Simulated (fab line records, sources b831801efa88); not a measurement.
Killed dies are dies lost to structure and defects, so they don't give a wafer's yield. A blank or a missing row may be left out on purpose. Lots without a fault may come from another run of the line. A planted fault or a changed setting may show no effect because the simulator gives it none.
Chamber matching | flow gf180mcu | GF_V1_CMP_04 on cmp-01: 4 sister chambers
The step polishes SiO2. 8 wafers are shown with their chamber, then 8 later ones without.

WAFERS WITH THEIR CHAMBER
wafer  | chamber | motor_current_A (A) | time_to_endpoint_s (s)
L881.5 | 0       | 9.6                 | 83
L883.5 | 0       | 10.0                | 85
L891.3 | 1       | 12.2                | 75
L891.4 | 3       | 11.7                | 76
L892.2 | 3       | 12.1                | 79
L892.5 | 1       | 11.5                | 86
L892.6 | 2       | 10.4                | 85
L894.1 | 2       | 10.9                | 76

WAFERS WITHOUT THEIR CHAMBER
wafer  | motor_current_A (A) | time_to_endpoint_s (s)
L894.3 | 12.6                | 76
L894.4 | 11.7                | 83
L898.3 | 9.8                 | 73
L898.4 | 11.3                | 81
L898.6 | 9.5                 | 78
L902.4 | 9.8                 | 80
L902.5 | 11.0                | 90
L902.6 | 12.4                | 76

WHICH CHAMBER EACH WENT THROUGH
wafer  | from the rows above               | in truth
L894.3 | can't be placed: 3 or 1           | 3
L894.4 | can't be placed: 1 or 3           | 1
L898.3 | can't be placed: 0 or 2           | 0
L898.4 | can't be placed: 1 or 3 or 2      | 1
L898.6 | can't be placed: 0 or 2           | 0
L902.4 | can't be placed: 0 or 2           | 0
L902.5 | can't be placed: 2 or 1 or 3 or 0 | 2
L902.6 | can't be placed: 3 or 1           | 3
Placed correctly: 0 of 8. Can't be placed from these rows: 8 (the true chamber is among the candidates in 8). Placed wrongly: 0.
How it was worked out, from the rows above alone: a wafer's distance from a chamber is the root of the sum, over the readings, of the square of ((its reading less the chamber's mean) divided by the reading's scatter). The wafer belongs to the nearest chamber; if the next one is less than 2 further off, it can't be placed. A chamber's mean is the mean of its shown wafers. The scatter: the root of (the sum of the squares of (reading less its chamber's mean) over the shown wafers, divided by (wafers less chambers)).
